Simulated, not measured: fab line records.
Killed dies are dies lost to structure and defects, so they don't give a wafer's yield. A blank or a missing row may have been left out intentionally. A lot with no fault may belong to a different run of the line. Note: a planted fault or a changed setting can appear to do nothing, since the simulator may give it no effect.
fab line records | flow sfqLine | part 2 of 2: steps 26 to 37 of 37
record: lots: 5 wafers: 15 lastDay: 86
route steps=325 shown M3@122 I3@133 M4@148
lots that met no fault: taken from a fault-free run of the same line
startH: hours from the record's opening day to when the first of the lot's shown wafers began | waitH: time in hours since the lot's previous step | " identical to the entry in the row above | L1.1+2: a single row standing in for several wafers | - value missing, or start not given | * or withheld: withheld | < > ~ a bound
route shown NAME@n: a module of which the file shows steps, and the number in the route of the first | usual: the fault-free wafers' mean and standard deviation | same: alike in all rows | chamber/n: place in a boat | sites: readings site by site | _std_site: how widely they spread, as a standard deviation | _edge_site: mean of outer sites minus mean of inner sites | radiusMm: for every site, how far away it sits from the centre of the wafer | mask NAME#n: copy n | behind: the most recent tool/chamber to have shaped the wafer | hold: why the lot was held/for how many hours/how that ended | device: names the non-switching transistor (n, p or np) | end of line: the same wafers' tests at the end of the route | a step without rows: its recipe alone | killed: at the first sort, the dies lost to defects and structure; wafer yield is something else | map: the dies of a wafer, with x for killed, . for not killed, _ for no die there
set.NAME: setting as actually run; set.NAME@STEP: the setting as run at that earlier step | model.NAME: the simulator's own value behind a step, which no gauge read
lots seen at some steps along the route; tables by step, rows by wafer
services: the hour from which a tool's chamber was out of use, counted from the record's first day as startH (under 0 if before that day), plus the number of hours and why
== steps ==
step: SFQ_TRILAYER_I3_VIA_STRIP_SOLV_CLEAN_090
recipe: chemistry: NMP tempC: 70 timeS: 600
usual: bathGuardTempC: 70.0/0.46 tempC: 69.98/0.13
columns lot.wafer tool chamber startH waitH bathGuardTempC tempC
L084.2 wetBench-04 1 1121.09 0.4 69.9 70.03
L084.5 " 5 " " 70.2 69.97
L084.6 " 4 " " 69.8 69.86
L086.1 wetBench-01 3 1143.71 0.4 71.1 70.20
L086.4 " 2 " " 70.2 70.16
L086.6 " 0 " " 70.5 70.05
L088.1 wetBench-02 1 1153.15 0.4 69.6 70.04
L088.2 " 2 " " 69.9 69.88
L088.5 " 4 " " 69.7 69.94
L092.2 wetBench-01 6 1207.20 0.8 69.6 70.21
L092.3 " 5 " " 70.5 70.01
L092.6 " 7 " " 70.2 69.98
L096.1 wetBench-01 1 1222.53 1.0 70.4 69.96
L096.3 " 7 " " 70.2 70.10
L096.5 " 6 " " 70.1 69.90
step: SFQ_TRILAYER_M4_DEP_PRE_CLEAN_092
recipe: gas: Ar timeS: 22.5 biasV: 250
columns lot.wafer tool chamber startH waitH
L084.2+5+6 pvdSputter-06 - 1121.28 0.0
L086.1+4+6 pvdSputter-04 - 1143.88 0.0
L088.1+2+5 pvdSputter-04 - 1153.50 0.0
L092.2+3+6 pvdSputter-04 - 1207.55 0.0
L096.1+3+5 pvdSputter-04 - 1222.88 0.0
step: SFQ_TRILAYER_M4_DEP_SPUTTER_091
recipe: material: Nb basePressurePa: 1.33e-06 chamberPressurePa: 0.1333 substrateTempC: 20 resputterCathodeVoltageV: 400 targetThkNm: 200 powerW: 2000 timeS: 133.3
usual: throttleValvePct: 30.1/0.92
columns lot.wafer tool chamber startH waitH throttleValvePct
L084.2 pvdSputter-06 - 1121.31 0.0 27.9
L084.5 " - " " 28.2
L084.6 " - " " 31.6
L086.1 pvdSputter-04 - 1143.91 0.0 30.8
L086.4 " - " " 29.2
L086.6 " - " " 29.1
L088.1 pvdSputter-04 - 1153.53 0.0 29.2
L088.2 " - " " 30.6
L088.5 " - " " 30.6
L092.2 pvdSputter-04 - 1207.58 0.0 30.6
L092.3 " - " " 29.2
L092.6 " - " " 29.2
L096.1 pvdSputter-04 - 1222.91 0.0 29.2
L096.3 " - " " 30.3
L096.5 " - " " 30.4
step: SFQ_M4_RS_MEAS_924
recipe: thkMeasGauge: four-point-probe reads: Nb_of_TRILAYER_M4_DEP_SPUTTER_091
usual: M4_NB_RS: 0.890/0.013
columns lot.wafer tool chamber startH waitH M4_NB_RS[ohm/sq]
L084.2 filmMetro-03 - 1121.43 0.1 0.889
L084.5 " - " " 0.895
L084.6 " - " " 0.882
L086.1 filmMetro-01 - 1144.00 0.0 0.890
L086.4 " - " " 0.884
L086.6 " - " " 0.879
L088.1 filmMetro-02 - 1153.62 0.0 0.887
L088.2 " - " " 0.890
L088.5 " - " " 0.893
L092.2 filmMetro-01 - 1207.69 0.1 0.888
L092.3 " - " " 0.897
L092.6 " - " " 0.895
L096.1 filmMetro-02 - 1223.00 0.0 0.893
L096.3 " - " " 0.888
L096.5 " - " " 0.885
step: SFQ_TRILAYER_M4_LITHO_COAT_098
recipe: resist: BARC spinRpm: 3000 resistThkNm: 62
usual: spinSpeedRpm: 2999.8/2.1
columns lot.wafer tool chamber startH waitH spinSpeedRpm
L084.2 lithoTrack-04 0 1121.64 0.1 2998.8
L084.5 " 0 " " 3001.1
L084.6 " 0 " " 2997.9
L086.1 lithoTrack-02 0 1144.18 0.1 3002.8
L086.4 " 0 " " 3001.3
L086.6 " 0 " " 2999.2
L088.1 lithoTrack-01 0 1153.80 0.1 3000.2
L088.2 " 0 " " 2999.1
L088.5 " 0 " " 2997.6
L092.2 lithoTrack-02 0 1207.90 0.1 2998.5
L092.3 " 0 " " 3000.0
L092.6 " 0 " " 3001.1
L096.1 lithoTrack-02 0 1223.18 0.1 3003.2
L096.3 " 0 " " 3003.4
L096.5 " 0 " " 2997.9
step: SFQ_TRILAYER_M4_LITHO_COAT_093
recipe: resist: KrF spinRpm: 3000 resistThkNm: 600
usual: spinSpeedRpm: 2999.9/2.1
columns lot.wafer tool chamber startH waitH spinSpeedRpm
L084.2 lithoTrack-04 0 1121.94 0.2 2999.3
L084.5 " 0 " " 2999.0
L084.6 " 0 " " 2998.4
L086.1 lithoTrack-02 0 1144.48 0.2 2999.0
L086.4 " 0 " " 2998.4
L086.6 " 0 " " 2997.4
L088.1 lithoTrack-01 0 1154.10 0.2 2998.6
L088.2 " 0 " " 2998.6
L088.5 " 0 " " 2997.6
L092.2 lithoTrack-02 0 1208.20 0.2 3001.9
L092.3 " 0 " " 3001.2
L092.6 " 0 " " 2999.7
L096.1 lithoTrack-02 0 1223.48 0.2 3000.4
L096.3 " 0 " " 2999.4
L096.5 " 0 " " 2999.2
step: SFQ_TRILAYER_M4_LITHO_SOFTBAKE_097
recipe: tempC: withheld timeS: withheld resist: KrF
columns lot.wafer tool chamber startH waitH
L084.2+5+6 lithoTrack-04 0 1122.22 0.2
L086.1+4+6 lithoTrack-02 0 1144.78 0.2
L088.1+2+5 lithoTrack-01 0 1154.40 0.2
L092.2+3+6 lithoTrack-02 0 1208.47 0.2
L096.1+3+5 lithoTrack-02 0 1223.78 0.2
step: SFQ_TRILAYER_M4_LITHO_EXPOSE_094
recipe: maskId: M4 na: 0.6 sourceShape: conventional sigmaOuter: 0.65 targetCdNm: 500 doseMj: 14.4
columns lot.wafer tool chamber startH waitH mask
L084.2+5+6 krfScanner-02 0 1122.54 - M4#0
L086.1+4+6 krfScanner-02 0 1144.93 - M4#0
L088.1+2+5 krfScanner-02 0 1158.90 - M4#0
L092.2+3+6 krfScanner-02 0 1209.31 - M4#0
L096.1+3+5 krfScanner-02 0 1224.57 - M4#0
step: SFQ_TRILAYER_M4_LITHO_PEB_096
recipe: pebTempC: 115 pebTimeS: 60 resist: KrF
columns lot.wafer tool chamber startH waitH
L084.2+5+6 lithoTrack-04 0 1123.57 0.8
L086.1+4+6 lithoTrack-01 0 1146.13 1.0
L088.1+2+5 lithoTrack-04 0 1160.10 1.0
L092.2+3+6 lithoTrack-02 0 1210.34 0.8
L096.1+3+5 lithoTrack-04 0 1225.77 1.0
step: SFQ_TRILAYER_M4_LITHO_DEVELOP_095
recipe: timeS: 60 resist: KrF
columns lot.wafer tool chamber startH waitH
L084.2+5+6 lithoTrack-04 0 1123.72 0.1
L086.1+4+6 lithoTrack-01 0 1146.28 0.1
L088.1+2+5 lithoTrack-04 0 1160.25 0.1
L092.2+3+6 lithoTrack-02 0 1210.49 0.1
L096.1+3+5 lithoTrack-04 0 1225.92 0.1
step: SFQ_M4_OVL_MEAS_926
usual: M4_OVL: 2/5.9
columns lot.wafer tool chamber startH waitH M4_OVL[nm]
L084.2 overlay-02 - 1123.85 0.1 5
L084.5 " - " " -1
L084.6 " - " " 1
L086.1 overlay-01 - 1146.43 0.1 -2
L086.4 " - " " -1
L086.6 " - " " -2
L088.1 overlay-02 - 1160.40 0.1 6
L088.2 " - " " 9
L088.5 " - " " 8
L092.2 overlay-02 - 1210.62 0.1 -2
L092.3 " - " " 4
L092.6 " - " " 5
L096.1 overlay-02 - 1226.07 0.1 -1
L096.3 " - " " -1
L096.5 " - " " 0
step: SFQ_TRILAYER_M4_BARC_OPEN_METAL_ETCH_123
recipe: maskMaterial: PR chemistry: O2 targetDepthNm: 125 target: BARC icpW: 600 biasW: 80 pressureMtorr: 10 timeS: 41.7
usual: biasW: 79.96/0.24 drypumpMotorCurrentA: 5.6/0.51 oesProductAu: 0.686/0.0044
columns lot.wafer tool chamber startH waitH biasW drypumpMotorCurrentA oesProductAu rfHoursCounterH
L084.2 rieMetal-02 1 1123.88 0.0 79.82 5.8 0.688 36
L084.5 " 1 " " 79.82 5.8 0.684 -
L084.6 " 0 " " 80.22 5.6 0.685 -
L086.1 rieMetal-02 1 1146.47 0.0 79.92 5.8 0.680 39
L086.4 " 0 " " 79.54 5.6 0.682 -
L086.6 " 1 " " 80.00 5.8 0.692 -
L088.1 rieMetal-01 1 1160.44 0.0 80.06 6.0 0.682 9
L088.2 " 0 " " 79.94 5.2 0.685 134
L088.5 " 0 " " 79.83 5.2 0.689 -
L092.2 rieMetal-02 1 1210.67 0.0 80.08 5.8 0.689 -
L092.3 " 1 " " 80.09 5.7 0.681 -
L092.6 " 1 " " 79.95 5.8 0.686 -
L096.1 rieMetal-03 1 1226.11 0.0 79.83 4.8 0.694 54
L096.3 " 1 " " 80.01 4.8 0.693 -
L096.5 " 1 " " 79.74 4.8 0.680 -
== services ==
columns tool chamber startH hours kind
rieMetal-02 - 948.83 2.8 pm
pvdSputter-04 - 953.15 1.9 repair
rieMetal-01 0 964.48 3.1 repair
pvdSputter-04 - 972.37 4.1 repair
rieDiel-03 3 974.26 11.7 repair
pvdSputter-04 - 979.33 56.3 repair
krfScanner-02 - 988.21 1.0 pm
rieMetal-02 1 991.21 3.6 repair
rieMetal-01 1 996.87 20.7 repair
pvdSputter-04 - 1002.50 6.2 repair
krfScanner-02 - 1003.19 4.4 pm
krfScanner-02 - 1024.37 1.3 pm
rieDiel-03 - 1054.06 14.6 pm
pvdSputter-04 - 1060.47 2.2 repair
pvdSputter-04 - 1074.03 1.0 repair
rieDiel-03 0 1074.73 17.9 repair
krfScanner-02 - 1087.96 1.5 repair
krfScanner-02 - 1095.50 0.8 pm
rieMetal-02 0 1100.62 3.0 repair
rieMetal-01 - 1115.71 0.1 repair
krfScanner-02 - 1157.90 1.0 pm
krfScanner-02 - 1187.88 0.2 repair
krfScanner-02 - 1200.49 1.3 pm
rieDiel-03 - 1210.43 0.3 repair
